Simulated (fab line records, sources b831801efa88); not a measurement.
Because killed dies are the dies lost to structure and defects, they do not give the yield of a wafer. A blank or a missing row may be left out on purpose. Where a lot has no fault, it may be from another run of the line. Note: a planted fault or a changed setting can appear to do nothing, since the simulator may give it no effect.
The tool behind it: which one? || flow gf180mcu || 14 lots with 42 wafers sampled at 5 steps, on a route of 602 steps

WHAT EACH GAUGE READ, for each wafer
GF_VT_IMPLANT_RS_MEAS_46: uses a four-point probe to measure.
{"lot": "L577", "measured": "day 7 15:01", "on": "filmMetro-02", "MVSD_RS (ohm/sq)": "456.8 456.5 455.3"}
{"lot": "L579", "measured": "day 8 09:11", "on": "filmMetro-01", "MVSD_RS (ohm/sq)": "456.7 456.2 456.7"}
{"lot": "L581", "measured": "day 8 18:07", "on": "filmMetro-01", "MVSD_RS (ohm/sq)": "457.5 456.9 457.5"}
{"lot": "L582", "measured": "day 9 05:59", "on": "filmMetro-03", "MVSD_RS (ohm/sq)": "456.4 455.3 457.2"}
{"lot": "L584", "measured": "day 9 17:53", "on": "filmMetro-02", "MVSD_RS (ohm/sq)": "456.0 456.6 455.9"}
{"lot": "L585", "measured": "day 9 18:06", "on": "filmMetro-01", "MVSD_RS (ohm/sq)": "458.7 458.7 458.8"}
{"lot": "L586", "measured": "day 9 22:53", "on": "filmMetro-02", "MVSD_RS (ohm/sq)": "455.1 456.6 456.0"}
{"lot": "L588", "measured": "day 10 16:15", "on": "filmMetro-03", "MVSD_RS (ohm/sq)": "454.3 454.8 454.0"}
{"lot": "L589", "measured": "day 10 20:08", "on": "filmMetro-02", "MVSD_RS (ohm/sq)": "456.8 457.4 456.8"}
{"lot": "L593", "measured": "day 11 21:08", "on": "filmMetro-03", "MVSD_RS (ohm/sq)": "456.2 457.0 456.2"}
{"lot": "L597", "measured": "day 13 02:22", "on": "filmMetro-02", "MVSD_RS (ohm/sq)": "466.8 466.5 466.2"}
{"lot": "L598", "measured": "day 13 11:15", "on": "filmMetro-03", "MVSD_RS (ohm/sq)": "467.9 467.0 468.6"}
{"lot": "L599", "measured": "day 13 19:21", "on": "filmMetro-01", "MVSD_RS (ohm/sq)": "456.2 455.5 457.3"}
{"lot": "L600", "measured": "day 13 23:39", "on": "filmMetro-03", "MVSD_RS (ohm/sq)": "455.5 457.3 456.4"}

GF_DUAL_GATE_OVL_MEAS_11.
{"lot": "L577", "measured": "day 8 08:40", "on": "overlay-01", "DUAL_GATE_OVL (nm)": "0.9 -0.8 -0.7"}
{"lot": "L579", "measured": "day 9 03:43", "on": "overlay-01", "DUAL_GATE_OVL (nm)": "-0.5 -1.7 0.0"}
{"lot": "L581", "measured": "day 9 13:25", "on": "overlay-01", "DUAL_GATE_OVL (nm)": "2.5 0.3 0.7"}
{"lot": "L582", "measured": "day 10 01:54", "on": "overlay-02", "DUAL_GATE_OVL (nm)": "-1.1 1.2 -0.1"}
{"lot": "L584", "measured": "day 10 16:18", "on": "overlay-01", "DUAL_GATE_OVL (nm)": "1.1 1.8 1.5"}
{"lot": "L585", "measured": "day 10 16:04", "on": "overlay-01", "DUAL_GATE_OVL (nm)": "2.1 1.3 -0.2"}
{"lot": "L586", "measured": "day 10 18:28", "on": "overlay-01", "DUAL_GATE_OVL (nm)": "2.7 1.7 3.1"}
{"lot": "L588", "measured": "day 11 12:40", "on": "overlay-02", "DUAL_GATE_OVL (nm)": "1.4 0.9 -0.2"}
{"lot": "L589", "measured": "day 11 20:33", "on": "overlay-02", "DUAL_GATE_OVL (nm)": "1.1 1.2 2.9"}
{"lot": "L593", "measured": "day 12 18:09", "on": "overlay-01", "DUAL_GATE_OVL (nm)": "1.9 1.3 2.0"}
{"lot": "L597", "measured": "day 14 03:02", "on": "overlay-02", "DUAL_GATE_OVL (nm)": "-0.3 0.8 1.7"}
{"lot": "L598", "measured": "day 14 09:48", "on": "overlay-02", "DUAL_GATE_OVL (nm)": "-0.3 -1.5 0.4"}
{"lot": "L599", "measured": "day 14 18:36", "on": "overlay-02", "DUAL_GATE_OVL (nm)": "-0.5 0.7 1.0"}
{"lot": "L600", "measured": "day 14 22:39", "on": "overlay-02", "DUAL_GATE_OVL (nm)": "-1.9 -1.9 1.0"}

GF_HV_LDD_THK_MEAS_55.
{"lot": "L577", "measured": "day 12 08:23", "on": "filmMetro-01", "HV_LDD_CVD_54_THK (nm)": "9.98 9.97 10.09"}
{"lot": "L579", "measured": "day 13 07:56", "on": "filmMetro-01", "HV_LDD_CVD_54_THK (nm)": "9.97 9.96 10.03"}
{"lot": "L581", "measured": "day 13 19:23", "on": "filmMetro-03", "HV_LDD_CVD_54_THK (nm)": "10.27 10.30 10.31"}
{"lot": "L582", "measured": "day 14 15:08", "on": "filmMetro-03", "HV_LDD_CVD_54_THK (nm)": "10.07 10.01 10.17"}
{"lot": "L584", "measured": "day 15 03:53", "on": "filmMetro-02", "HV_LDD_CVD_54_THK (nm)": "10.10 10.06 10.22"}
{"lot": "L585", "measured": "day 15 02:54", "on": "filmMetro-03", "HV_LDD_CVD_54_THK (nm)": "9.94 9.97 9.93"}
{"lot": "L586", "measured": "day 15 06:55", "on": "filmMetro-02", "HV_LDD_CVD_54_THK (nm)": "9.94 10.04 10.04"}
{"lot": "L588", "measured": "day 16 03:05", "on": "filmMetro-01", "HV_LDD_CVD_54_THK (nm)": "9.96 10.01 9.90"}
{"lot": "L589", "measured": "day 16 14:10", "on": "filmMetro-01", "HV_LDD_CVD_54_THK (nm)": "9.97 9.93 9.88"}
{"lot": "L593", "measured": "day 17 11:58", "on": "filmMetro-01", "HV_LDD_CVD_54_THK (nm)": "10.21 10.29 10.23"}
{"lot": "L597", "measured": "day 19 00:51", "on": "filmMetro-01", "HV_LDD_CVD_54_THK (nm)": "10.11 10.22 10.17"}
{"lot": "L598", "measured": "day 19 10:22", "on": "filmMetro-02", "HV_LDD_CVD_54_THK (nm)": "10.16 9.98 10.13"}
{"lot": "L599", "measured": "day 19 21:23", "on": "filmMetro-03", "HV_LDD_CVD_54_THK (nm)": "10.09 10.13 10.18"}
{"lot": "L600", "measured": "day 20 00:02", "on": "filmMetro-01", "HV_LDD_CVD_54_THK (nm)": "9.91 10.01 10.01"}

GF_HV_LDD_THK_MEAS_57.
{"lot": "L577", "measured": "day 12 09:52", "on": "filmMetro-02", "HV_LDD_CVD_56_THK (nm)": "89.9 89.4 89.3"}
{"lot": "L579", "measured": "day 13 09:25", "on": "filmMetro-01", "HV_LDD_CVD_56_THK (nm)": "89.5 89.1 89.8"}
{"lot": "L581", "measured": "day 13 20:52", "on": "filmMetro-03", "HV_LDD_CVD_56_THK (nm)": "90.1 88.9 89.5"}
{"lot": "L582", "measured": "day 14 18:01", "on": "filmMetro-03", "HV_LDD_CVD_56_THK (nm)": "92.1 91.5 91.7"}
{"lot": "L584", "measured": "day 15 05:23", "on": "filmMetro-03", "HV_LDD_CVD_56_THK (nm)": "91.7 91.7 90.5"}
{"lot": "L585", "measured": "day 15 04:50", "on": "filmMetro-03", "HV_LDD_CVD_56_THK (nm)": "90.8 90.5 90.2"}
{"lot": "L586", "measured": "day 15 08:24", "on": "filmMetro-03", "HV_LDD_CVD_56_THK (nm)": "90.1 89.9 90.4"}
{"lot": "L588", "measured": "day 16 05:00", "on": "filmMetro-02", "HV_LDD_CVD_56_THK (nm)": "90.0 90.4 89.5"}
{"lot": "L589", "measured": "day 16 15:39", "on": "filmMetro-03", "HV_LDD_CVD_56_THK (nm)": "89.1 88.2 89.7"}
{"lot": "L593", "measured": "day 17 13:28", "on": "filmMetro-01", "HV_LDD_CVD_56_THK (nm)": "88.2 88.9 88.7"}
{"lot": "L597", "measured": "day 19 02:20", "on": "filmMetro-02", "HV_LDD_CVD_56_THK (nm)": "90.2 89.6 89.6"}
{"lot": "L598", "measured": "day 19 11:52", "on": "filmMetro-02", "HV_LDD_CVD_56_THK (nm)": "90.1 90.7 90.0"}
{"lot": "L599", "measured": "day 19 22:52", "on": "filmMetro-02", "HV_LDD_CVD_56_THK (nm)": "91.0 90.0 90.2"}
{"lot": "L600", "measured": "day 20 01:31", "on": "filmMetro-02", "HV_LDD_CVD_56_THK (nm)": "89.4 89.1 89.4"}

WHAT TOOL EACH LOT RAN ON (gives the tool, then ch and the chambers of the sampled wafers, and finally the start)
{"lot": "L577", "GF_MVSD_IMPLANT_08": "implanter-03 ch 0, day 4 10:16"}
{"lot": "L579", "GF_MVSD_IMPLANT_08": "implanter-03 ch 0, day 5 03:41"}
{"lot": "L581", "GF_MVSD_IMPLANT_08": "implanter-02 ch 0, day 5 10:27"}
{"lot": "L582", "GF_MVSD_IMPLANT_08": "implanter-04 ch 0, day 5 21:47"}
{"lot": "L584", "GF_MVSD_IMPLANT_08": "implanter-03 ch 0, day 6 08:26"}
{"lot": "L585", "GF_MVSD_IMPLANT_08": "implanter-02 ch 0, day 6 09:10"}
{"lot": "L586", "GF_MVSD_IMPLANT_08": "implanter-02 ch 0, day 6 13:06"}
{"lot": "L588", "GF_MVSD_IMPLANT_08": "implanter-03 ch 0, day 7 02:42"}
{"lot": "L589", "GF_MVSD_IMPLANT_08": "implanter-02 ch 0, day 7 06:47"}
{"lot": "L593", "GF_MVSD_IMPLANT_08": "implanter-04 ch 0, day 8 04:59"}
{"lot": "L597", "GF_MVSD_IMPLANT_08": "implanter-02 ch 0, day 9 06:48"}
{"lot": "L598", "GF_MVSD_IMPLANT_08": "implanter-02 ch 0, day 9 11:59"}
{"lot": "L599", "GF_MVSD_IMPLANT_08": "implanter-04 ch 0, day 9 20:49"}
{"lot": "L600", "GF_MVSD_IMPLANT_08": "implanter-03 ch 0, day 10 00:55"}
- GF_MVSD_IMPLANT_08

WHAT THE TOOLS THEMSELVES READ (means of the sampled wafers that have a number; where no wafer has one, the mark that the record gives instead)
GF_MVSD_IMPLANT_08.
{"lot": "L577", "tool": "implanter-03", "beamEnergyKeV": 400.02}
{"lot": "L579", "tool": "implanter-03", "beamEnergyKeV": 400.04}
{"lot": "L581", "tool": "implanter-02", "beamEnergyKeV": 399.87}
{"lot": "L582", "tool": "implanter-04", "beamEnergyKeV": 400.01}
{"lot": "L584", "tool": "implanter-03", "beamEnergyKeV": 400.15}
{"lot": "L585", "tool": "implanter-02", "beamEnergyKeV": 399.88}
{"lot": "L586", "tool": "implanter-02", "beamEnergyKeV": 399.93}
{"lot": "L588", "tool": "implanter-03", "beamEnergyKeV": 400.02}
{"lot": "L589", "tool": "implanter-02", "beamEnergyKeV": 399.89}
{"lot": "L593", "tool": "implanter-04", "beamEnergyKeV": 399.98}
{"lot": "L597", "tool": "implanter-02", "beamEnergyKeV": 354.08}
{"lot": "L598", "tool": "implanter-02", "beamEnergyKeV": 354.07}
{"lot": "L599", "tool": "implanter-04", "beamEnergyKeV": 399.99}
{"lot": "L600", "tool": "implanter-03", "beamEnergyKeV": 399.92}

THE ANSWER, worked out from the rows above alone
Rule: what is usual is taken from the lots themselves. The widest of any qualifying gaps counts: lots, ordered by their means at a reading, are off when they make up no more than a third of the lots, leave a main group of 4 or more, and stand apart from it by 3 or more times the standard deviation of that group's means. The tables above print the reading to a certain number of digits; a main group whose means all agree to those digits is not used. A lot without any number at a reading at which 4 lots or more have one is off too. Any other lot the step has rows for is counted as sound. Order of review: gauges by route order, followed by the tools' own readings, for which a lot's mean as printed above is used. At the first step where some lot is off, the reading lying furthest off is the one used; lots without a number count as furthest.
Off: L597, L598, at GF_VT_IMPLANT_RS_MEAS_46 (MVSD_RS). Main group: mean 456.5 ohm/sq, sd 0.96.
If a tool, at a process step before that reading, ran all the lots that are off and no sound lot after the first of them, it fits. Not tried: the gauges at GF_VT_IMPLANT_RS_MEAS_46; whatever is off there is also off at GF_MVSD_IMPLANT_08, on other tools, and gauge error can't account for it. One fits: GF_MVSD_IMPLANT_08 on implanter-02. A fault onset in the window from L589 (day 7 06:47, its last sound lot) to L597 (day 9 06:48, its first lot off) fits.
On the lots that are off, the tool's own readings at GF_MVSD_IMPLANT_08 differ by more than 5 times the standard deviation of the sound lots' means, which bears it out; beamEnergyKeV reads 354.07 there versus 399.98 on the sound lots.

WHAT HAD BEEN PUT IN BY THE SIMULATOR
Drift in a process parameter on implanter-02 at GF_MVSD_IMPLANT_08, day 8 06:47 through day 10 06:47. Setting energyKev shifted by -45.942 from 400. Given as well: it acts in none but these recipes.
Struck lots among those shown: L597, L598. The same result came from the rule above.
